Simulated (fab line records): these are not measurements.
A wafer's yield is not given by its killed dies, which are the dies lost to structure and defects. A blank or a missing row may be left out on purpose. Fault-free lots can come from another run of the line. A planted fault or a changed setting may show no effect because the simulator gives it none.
What tool caused it? | flow gf180mcu | route of 602 steps, sampled at 1 step: 7 lots, 21 wafers

== WHAT THE GAUGES READ, wafer by wafer ==
GF_POLY_GATE_THK_MEAS_17.
lot  | measured     | on            | POLY_GATE_OXIDATION_THK (nm)
L326 | day 9 13:49  | film_metro-04 | 4.07 4.05 4.13
L328 | day 10 06:35 | film_metro-02 | 4.02 3.98 3.92
L333 | day 11 12:50 | film_metro-02 | 4.02 4.09 4.10
L336 | day 12 13:26 | film_metro-04 | 3.91 4.01 3.93
L339 | day 13 13:21 | film_metro-01 | 4.02 4.00 3.98
L341 | day 14 03:16 | film_metro-04 | 3.89 3.85 3.93
L345 | day 15 10:31 | film_metro-04 | 4.05 4.05 4.10

== EACH LOT AND THE TOOL THAT RAN IT (in order: tool; ch and the chambers of the sampled wafers; start) ==
Record: no process step prior to these readings.

== THE ANSWER, worked out from the rows above alone ==
Rule: usual is defined by the lots themselves. Put in order of their means at a reading, lots are off if they are a third of the lots or fewer, leave a main group of 4 or more, and stand apart from it by a gap of 3 or more times the standard deviation of the main group's means; of several such gaps the widest counts. Not used: any main group whose means are identical at the precision the tables above print for the reading. Also off: a lot with no number at a reading for which 4 or more lots have one. Where the step has rows for the other lots, those lots are counted as sound.
Nothing can be told from this: no lot is off at any reading shown.

== WHAT THE SIMULATOR HAD PUT IN ==
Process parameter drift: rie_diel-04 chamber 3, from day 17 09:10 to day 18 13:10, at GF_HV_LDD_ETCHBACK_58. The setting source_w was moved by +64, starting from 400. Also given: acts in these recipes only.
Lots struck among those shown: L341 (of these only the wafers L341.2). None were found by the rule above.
